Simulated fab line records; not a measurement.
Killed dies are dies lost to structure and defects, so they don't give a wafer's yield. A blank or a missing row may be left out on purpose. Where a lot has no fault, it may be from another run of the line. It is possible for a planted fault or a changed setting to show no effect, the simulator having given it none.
One fault through the eyes of 2 desks || flow gf180mcu || what lay behind the numbers comes last; until then each desk has only its own

## FOR THE TOOL OWNER'S DESK: furnace-01
The tool's own readings at GF_STI_OXIDATION_29 (stabilise 600 s, purge 300 s, target thk 10 nm): means of the sampled wafers that have a number, for each lot that ran on this tool. If a lot's mean is further than 4 standard deviations from the usual mean, the lot is out of limits and carries the mark OUT (the distance appears in the brackets).
Columns: A = ox_temp_c at GF_STI_OXIDATION_29, usual 900.1 C; B = ox_temp_c_max at GF_STI_OXIDATION_29, usual 903.2
{"lot": "L738", "first seen here": "day 2 10:37", "A": 900.1, "B": 902.6}
{"lot": "L747", "first seen here": "day 4 10:19", "A": 900.5, "B": 903.5}
{"lot": "L752", "first seen here": "day 5 11:35", "A": 899.8, "B": 902.8}
{"lot": "L758", "first seen here": "day 6 18:03", "A": 900.2, "B": 903.3}
{"lot": "L759", "first seen here": "day 6 21:32", "A": 899.9, "B": 902.7}
{"lot": "L760", "first seen here": "day 7 03:58", "A": 899.9, "B": 902.9}
This desk found nothing out of limits on any of the 6 lots.

## METROLOGY DESK
Means of the sampled wafers that have a number, per lot and without regard to the tool the lot ran on: this is what the gauges read. If a lot's mean is further than 4 standard deviations from the usual mean, the lot is out of limits and carries the mark OUT (the distance appears in the brackets).
Columns: A = INCOMING_BOW at GF_STI_BOW_MEAS_00, usual -1 um
{"lot": "L737", "first seen here": "day 1 10:01", "A": 5}
{"lot": "L738", "first seen here": "day 1 15:00", "A": 0}
{"lot": "L741", "first seen here": "day 2 06:00", "A": 4}
{"lot": "L742", "first seen here": "day 2 11:00", "A": 1}
{"lot": "L743", "first seen here": "day 2 16:00", "A": -3}
{"lot": "L744", "first seen here": "day 2 21:00", "A": -1}
{"lot": "L747", "first seen here": "day 3 12:01", "A": -5}
{"lot": "L748", "first seen here": "day 3 17:02", "A": 3}
{"lot": "L751", "first seen here": "day 4 08:00", "A": -2}
{"lot": "L752", "first seen here": "day 4 13:01", "A": 2}
{"lot": "L753", "first seen here": "day 4 18:00", "A": -2}
{"lot": "L756", "first seen here": "day 5 09:00", "A": -6}
{"lot": "L758", "first seen here": "day 5 19:00", "A": 6}
{"lot": "L759", "first seen here": "day 6 00:00", "A": -5}
{"lot": "L760", "first seen here": "day 6 05:01", "A": -3}
This desk found nothing out of limits on any of the 15 lots.

## PUT TOGETHER
The desk of the tool owner found nothing out of limits.
The metrology desk saw nothing out of limits.

## WHAT THE SIMULATOR HAD INSERTED
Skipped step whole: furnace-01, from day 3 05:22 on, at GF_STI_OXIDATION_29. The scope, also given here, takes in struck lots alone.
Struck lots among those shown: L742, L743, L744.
